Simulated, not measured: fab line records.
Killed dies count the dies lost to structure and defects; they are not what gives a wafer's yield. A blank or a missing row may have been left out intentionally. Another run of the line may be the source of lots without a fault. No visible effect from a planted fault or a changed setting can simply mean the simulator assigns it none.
The tool behind it: which one? ; flow sky130 ; 42 wafers from 14 lots sampled at 3 of the route's 708 steps

WHAT THE GAUGES SHOWED, per wafer
The record lacks any reading of a measuring or inspecting step that a usual standard deviation could be used to judge.

WHAT TOOL EACH LOT RAN ON (gives the tool, then ch and the chambers of the sampled wafers, and finally the start)
lot;SKY_METAL4_ETCH_16;SKY_VIA4_EXPOSE_08;SKY_METAL5_SPUTTER_03
L120;rie-metal-04 ch 0,1, day 42 02:11;iline-stepper-02 ch 0, day 42 14:56;pvd-sputter-03, day 43 04:07
L121;rie-metal-01 ch 0,1, day 42 12:46;iline-stepper-01 ch 0, day 43 02:28;pvd-sputter-03, day 43 14:39
L124;rie-metal-04 ch 0,1, day 43 05:25;iline-stepper-02 ch 0, day 43 18:21;pvd-sputter-02, day 44 06:04
L125;rie-metal-03 ch 1, day 43 18:19;iline-stepper-02 ch 0, day 44 06:20;pvd-sputter-03, day 44 18:58
L126;rie-metal-03 ch 1, day 44 09:19;iline-stepper-01 ch 0, day 44 22:26;pvd-sputter-03, day 45 10:13
L128;rie-metal-01 ch 0,1, day 44 11:40;iline-stepper-01 ch 0, day 45 00:13;pvd-sputter-03, day 45 11:40
L127;rie-metal-03 ch 0,1, day 44 14:41;iline-stepper-01 ch 0, day 45 03:06;pvd-sputter-04, day 45 14:39
L130;rie-metal-03 ch 1, day 45 03:13;iline-stepper-01 ch 0, day 45 15:53;pvd-sputter-02, day 46 03:34
L133;rie-metal-04 ch 0, day 45 09:16;iline-stepper-01 ch 0, day 45 21:19;pvd-sputter-02, day 46 09:06
L134;rie-metal-04 ch 0,1, day 45 15:40;iline-stepper-02 ch 0, day 46 03:34;pvd-sputter-03, day 46 15:29
L136;rie-metal-03 ch 0,1, day 46 00:50;iline-stepper-02 ch 0, day 46 12:42;pvd-sputter-02, day 47 01:12
L138;rie-metal-03 ch 0,1, day 46 22:11;iline-stepper-01, day 47 09:39;-
L140;rie-metal-04 ch 0, day 47 00:11;iline-stepper-01, day 47 12:19;-
L143;rie-metal-03 ch 0,1, day 47 17:43;iline-stepper-02 ch 0, day 48 04:52;pvd-sputter-04, day 48 15:46
- SKY_METAL4_ETCH_16: etches BARC in N2/H2, stops on SiO2, time 88.2 s, target depth 60 nm.
- SKY_VIA4_EXPOSE_08: exposes mask VIM4, target cd 800 nm.
- SKY_METAL5_SPUTTER_03: material Ti, target thk 5 nm, time 3.3 s.

WHAT THE TOOLS THEMSELVES READ (means of the sampled wafers that have a number; where no wafer has one, the mark that the record gives instead)
SKY_METAL4_ETCH_16. Usual: drypump-motor-current-A 5.56 A, standard deviation 0.16; h2-flow-sccm 200.1 sccm, standard deviation 0.56; oes-product-au 0.625 a.u., standard deviation 0.0047; throttle-valve-pct 13.205 %, standard deviation 0.0091.
lot;tool;drypump-motor-current-A (A);h2-flow-sccm (sccm);oes-product-au (a.u.);throttle-valve-pct (%);flag
L120;rie-metal-04;5.39;200.2;0.622;13.206;
L121;rie-metal-01;5.69;200.0;0.627;13.199;
L124;rie-metal-04;5.40;200.7;0.628;13.208;
L125;rie-metal-03;5.65;199.4;0.630;13.209;
L126;rie-metal-03;5.62;200.4;0.624;13.209;
L128;rie-metal-01;5.59;199.5;0.625;13.208;
L127;rie-metal-03;5.62;199.9;0.624;13.199;
L130;rie-metal-03;5.64;200.9;0.629;13.214;
L133;rie-metal-04;5.30;200.1;0.628;13.199;
L134;rie-metal-04;5.40;200.0;0.628;13.212;
L136;rie-metal-03;5.65;200.4;0.621;13.205;
L138;rie-metal-03;5.67;199.7;0.622;13.203;
L140;rie-metal-04;5.29;200.4;0.623;13.203;
L143;rie-metal-03;5.63;199.1;0.629;13.215;

SKY_VIA4_EXPOSE_08. Usual: exposure-dose-mJ-cm2 131.99, standard deviation 0.13; focus-offset-nm 0.0 nm, standard deviation 0.49.
lot;tool;exposure-dose-mJ-cm2;focus-offset-nm (nm);flag
L120;iline-stepper-02;132.17;0.0;
L121;iline-stepper-01;131.98;0.8;
L124;iline-stepper-02;132.17;-0.0;
L125;iline-stepper-02;132.04;-0.7;
L126;iline-stepper-01;131.84;-0.2;
L128;iline-stepper-01;131.99;0.2;
L127;iline-stepper-01;132.04;-0.1;
L130;iline-stepper-01;132.03;0.1;
L133;iline-stepper-01;131.95;-0.2;
L134;iline-stepper-02;131.92;0.3;
L136;iline-stepper-02;132.01;-0.3;
L138;iline-stepper-01;-;-;OFF
L140;iline-stepper-01;-;-;OFF
L143;iline-stepper-02;132.17;0.7;

SKY_METAL5_SPUTTER_03. Usual: 29.8 % for throttle-valve-pct, sd 1.
lot;tool;throttle-valve-pct (%);flag
L120;pvd-sputter-03;28.5;
L121;pvd-sputter-03;29.1;
L124;pvd-sputter-02;30.1;
L125;pvd-sputter-03;29.7;
L126;pvd-sputter-03;30.3;
L128;pvd-sputter-03;29.3;
L127;pvd-sputter-04;30.4;
L130;pvd-sputter-02;30.1;
L133;pvd-sputter-02;30.1;
L134;pvd-sputter-03;29.8;
L136;pvd-sputter-02;28.9;
L143;pvd-sputter-04;30.7;

THE ANSWER, worked out from the rows above alone
Rule: take the mean of a lot's wafers that have a number; if it is more than 3 standard deviations from the usual mean, the lot is off. A lot without any number at a reading at which 4 lots or more have one is off too. All remaining lots with rows at the step are treated as sound. The gauges are gone through in route order, then the tools' own readings, and for those a lot's mean is taken as printed above. The first step at which some lot is off is used, and at that step the reading that is off furthest; a lot without a number counts as furthest.
Off: L138, L140, at SKY_VIA4_EXPOSE_08 (exposure-dose-mJ-cm2). Without a number there: L138, L140.
If a tool, at that step or one of the process steps before it, ran each lot that is off and ran no sound lot following the first of them, it fits. One fits: SKY_VIA4_EXPOSE_08 on iline-stepper-01. A fault onset in the window from L133 (day 45 21:19, its last sound lot) to L138 (day 47 09:39, its first lot off) fits.
Blank at SKY_VIA4_EXPOSE_08 on the lots that are off, where sound lots have numbers: exposure-dose-mJ-cm2, focus-offset-nm.

WHAT THE SIMULATOR HAD PUT IN
Skipped step whole: iline-stepper-01, from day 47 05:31 on, at SKY_VIA4_EXPOSE_08. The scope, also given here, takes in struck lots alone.
Struck lots among those shown: L138, L140. This agrees with what the rule above found.
